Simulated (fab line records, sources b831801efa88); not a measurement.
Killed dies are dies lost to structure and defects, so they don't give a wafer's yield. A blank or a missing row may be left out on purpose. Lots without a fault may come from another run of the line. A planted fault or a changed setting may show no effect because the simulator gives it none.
Which tool did it? | flow sky130 | 12 lots, 36 wafers sampled, at 4 steps of a route of 708

WHAT THE GAUGES READ, wafer by wafer
SKY_LDD_P_TW_MEAS_11. Usual: LDD_P_TW 630, standard deviation 4.
lot  | measured     | on            | LDD_P_TW    | flag
L588 | day 19 08:15 | film_metro-04 | 641 639 634 |
L589 | day 19 14:26 | film_metro-03 | 626 626 626 |
L590 | day 19 22:37 | film_metro-04 | 639 638 632 |
L591 | day 20 13:08 | film_metro-03 | 628 627 626 |
L595 | day 22 03:09 | film_metro-04 | 630 631 629 |
L598 | day 23 06:32 | film_metro-04 | 631 628 630 |
L599 | day 23 12:52 | film_metro-03 | 624 628 627 |
L600 | day 23 21:56 | film_metro-02 | 603 606 605 | OFF
L601 | day 24 05:35 | film_metro-04 | 596 597 599 | OFF
L602 | day 24 10:55 | film_metro-03 | 625 624 624 |
L609 | day 27 01:08 | film_metro-04 | 635 635 633 |
L610 | day 27 07:24 | film_metro-03 | 627 628 627 |

SKY_LDD_HVN_OVL_MEAS_07. Usual: LDD_HVN_OVL -0.1 nm, standard deviation 1.2.
lot  | measured     | on         | LDD_HVN_OVL (nm) | flag
L588 | day 20 14:38 | overlay-01 | -1.1 -2.3 -0.6   |
L589 | day 20 19:53 | overlay-02 | 2.4 -0.3 2.0     |
L590 | day 21 05:07 | overlay-02 | -0.8 -0.3 -1.2   |
L591 | day 21 19:13 | overlay-02 | 1.2 0.2 2.9      |
L595 | day 23 09:14 | overlay-02 | 0.5 -0.9 0.6     |
L598 | day 24 12:57 | overlay-02 | 1.7 1.1 1.9      |
L599 | day 24 18:07 | overlay-01 | -2.3 -0.1 -1.6   |
L600 | day 25 03:09 | overlay-01 | -2.9 0.4 -1.9    |
L601 | day 25 10:55 | overlay-02 | 1.7 -1.8 1.6     |
L602 | day 25 15:46 | overlay-02 | 0.8 -0.2 0.6     |
L609 | day 28 05:39 | overlay-02 | 1.0 -0.2 -0.9    |
L610 | day 28 10:55 | overlay-02 | -0.9 -0.9 0.1    |

SKY_POLY_CUT_OVL_MEAS_09. Usual: POLY_CUT_OVL -5 nm, standard deviation 4.1.
lot  | measured     | on         | POLY_CUT_OVL (nm) | flag
L588 | day 24 10:20 | overlay-01 | 2 -3 -2           |
L589 | day 24 15:48 | overlay-02 | -6 -6 -2          |
L590 | day 25 02:02 | overlay-01 | 2 -5 5            |
L591 | day 25 15:19 | overlay-01 | -7 1 -3           |
L595 | day 27 02:36 | overlay-01 | -5 -4 2           |
L598 | day 28 06:45 | overlay-02 | -4 -2 -10         |
L599 | day 28 12:17 | overlay-02 | -2 -4 -7          |
L600 | day 28 19:49 | overlay-02 | -1 -10 -7         |
L601 | day 29 03:25 | overlay-02 | -13 -11 -4        |
L602 | day 29 07:56 | overlay-02 | 0 -2 -7           |
L609 | day 31 20:10 | overlay-01 | -2 1 -8           |
L610 | day 32 02:14 | overlay-01 | -4 -8 -4          |

WHICH TOOL RAN EACH LOT (tool, then ch and the chambers of the sampled wafers, then the start)
lot  | SKY_LDD_P_IMPLANT_09
L588 | implanter-03 ch 0, day 19 08:02
L589 | implanter-04 ch 0, day 19 14:12
L590 | implanter-04 ch 0, day 19 22:25
L591 | implanter-01 ch 0, day 20 12:53
L595 | implanter-04 ch 0, day 22 02:56
L598 | implanter-03 ch 0, day 23 06:17
L599 | implanter-01 ch 0, day 23 12:38
L600 | implanter-04 ch 0, day 23 21:41
L601 | implanter-04 ch 0, day 24 05:20
L602 | implanter-01 ch 0, day 24 10:41
L609 | implanter-03 ch 0, day 27 00:53
L610 | implanter-03 ch 0, day 27 07:10
- SKY_LDD_P_IMPLANT_09

WHAT THE TOOLS THEMSELVES READ (means of the sampled wafers that have a number; where no wafer has one, the mark that the record gives instead)
SKY_LDD_P_IMPLANT_09. Usual: dose_ions_cm2 9.998e+12, standard deviation 1e+10; end_station_pressure_torr 5.07e-06 Torr, standard deviation 2.8e-07; faraday_current_uA 56.4, standard deviation 1.1.
lot  | tool         | dose_ions_cm2 | end_station_pressure_torr (Torr) | faraday_current_uA | flag
L588 | implanter-03 | 9.995e+12     | 4.88e-06                         | 56.1               |
L589 | implanter-04 | 9.995e+12     | 5.32e-06                         | 56.6               |
L590 | implanter-04 | 1.000e+13     | 5.03e-06                         | 56.2               |
L591 | implanter-01 | 1.000e+13     | 5.07e-06                         | 56.6               |
L595 | implanter-04 | 9.991e+12     | 5.12e-06                         | 56.4               |
L598 | implanter-03 | 1.000e+13     | 4.96e-06                         | 56.2               |
L599 | implanter-01 | 1.000e+13     | 5.27e-06                         | 56.6               |
L600 | implanter-04 | 8.617e+12     | 5.04e-06                         | 48.3               | OFF
L601 | implanter-04 | 8.620e+12     | 5.04e-06                         | 48.5               | OFF
L602 | implanter-01 | 1.001e+13     | 5.10e-06                         | 55.3               |
L609 | implanter-03 | 9.992e+12     | 5.12e-06                         | 55.7               |
L610 | implanter-03 | 1.000e+13     | 4.97e-06                         | 57.5               |

THE ANSWER, worked out from the rows above alone
Rule: a lot is off if the mean of its wafers that have a number lies more than 3 standard deviations from the usual mean. A lot without any number at a reading at which 4 lots or more have one is off too. The other lots that the step has rows for count as sound. The gauges are gone through in route order, then the tools' own readings, and for those a lot's mean is taken as printed above. The first step at which some lot is off is used, and at that step the reading that is off furthest; a lot without a number counts as furthest.
Off: L600, L601, at SKY_LDD_P_TW_MEAS_11 (LDD_P_TW).
A tool fits if, at a process step before that reading, it ran every lot that is off, and no sound lot after the first of them. The gauges at SKY_LDD_P_TW_MEAS_11 aren't tried: what is off there is off at SKY_LDD_P_IMPLANT_09 too, on other tools, and a gauge's error can't cause that. One fits: implanter-04 at SKY_LDD_P_IMPLANT_09. Its last sound lot is L595 (day 22 02:56), its first lot that is off L600 (day 23 21:41): a fault that began between those two fits.
The tool's own readings at SKY_LDD_P_IMPLANT_09 bear it out: on the lots that are off they differ by more than 5 times the standard deviation of the sound lots' means. dose_ions_cm2 reads 8.618e+12 there against 9.998e+12 on the sound lots; faraday_current_uA reads 48.4 there against 56.3 on the sound lots.

WHAT THE SIMULATOR HAD PUT IN
Process parameter drift: implanter-04, from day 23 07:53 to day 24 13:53, at SKY_LDD_P_IMPLANT_09. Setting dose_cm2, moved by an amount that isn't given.
Lots struck among those shown: L600, L601. The rule above found the same.
